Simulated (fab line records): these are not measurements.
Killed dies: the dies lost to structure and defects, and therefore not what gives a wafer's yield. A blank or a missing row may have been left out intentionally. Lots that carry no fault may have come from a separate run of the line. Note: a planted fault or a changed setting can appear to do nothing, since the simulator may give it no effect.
2 desks looking at one fault | flow sky130 | numbers are kept per desk, each desk with only its own; the story behind them comes last

== AT THE METROLOGY DESK ==
What the gauges read, lot by lot, whatever tool the lot ran on: means of the sampled wafers that have a number. A lot is out of limits, marked OUT, if its mean lies more than 4 standard deviations from the usual mean; the brackets give that distance.
Columns: A = PWDE_RS at SKY_NWELL_RS_MEAS_31, usual 5270 ohm/sq; B = RES_XHIGH_TW at SKY_RES_XHIGH_TW_MEAS_09, usual 1646
lot  | first seen here | A               | B
L511 | day 5 10:21     | 5259            | 1617
L513 | day 5 20:05     | 5291            | 1635
L514 | day 6 00:50     | 5282            | 1624
L515 | day 6 06:15     | 5289            | 1660
L517 | day 6 20:47     | 5272            | 1623
L525 | day 8 20:19     | 5197 (-4.0) OUT | 1643
L526 | day 9 00:28     | 5235            | 1654
L528 | day 9 14:16     | 5280            | 1658
L529 | day 9 19:31     | 5305            | 1645
L530 | day 10 03:31    | 5260            | 1653
L531 | day 10 14:11    | 5250            | 1628
L534 | day 11 05:04    | 5296            | 1648
This desk finds L525 out of limits, with the earliest case on L525 at day 8 20:19 (PWDE_RS at SKY_NWELL_RS_MEAS_31). In limits: L511, L513, L514, L515, L517, L526, L528, L529, L530, L531, L534.

== AT THE TOOL OWNER'S DESK: implanter-03 ==
The tool's own readings at SKY_PWDE_IMPLANT_08, given as means over the sampled wafers that have a number, one for each lot that went through this tool. A lot is out of limits, marked OUT, if its mean lies more than 4 standard deviations from the usual mean; the brackets give that distance.
Columns: A = beam-energy-keV at SKY_PWDE_IMPLANT_08, usual 149.99
lot  | first seen here | A
L515 | day 4 17:17     | 149.93
L517 | day 5 06:34     | 149.96
L525 | day 7 02:49     | 186.32 (+99 or more) OUT
L526 | day 7 06:44     | 186.27 (+99 or more) OUT
This desk's verdict: out of limits on L525, L526, starting with L525 at day 7 02:49 (beam-energy-keV at SKY_PWDE_IMPLANT_08). In limits: L515, L517.

== ALL TOGETHER ==
The tool owner's desk had the chance to raise an alarm at day 7 02:49 on L525, L526.
At day 8 20:19 the metrology desk could have sounded an alarm, on L525.
The metrology desk holds a record of L526, inside its limits.
SKY_PWDE_IMPLANT_08 was run on implanter-03 by each of the lots named.

== WHAT THE SIMULATOR PUT IN ==
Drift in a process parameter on implanter-03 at SKY_PWDE_IMPLANT_08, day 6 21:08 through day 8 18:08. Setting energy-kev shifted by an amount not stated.
Lots struck among those shown: L525, L526.
Hours from the fault's start to each desk's first reading out of limits: the tool owner's desk, 6; the metrology desk, 47.
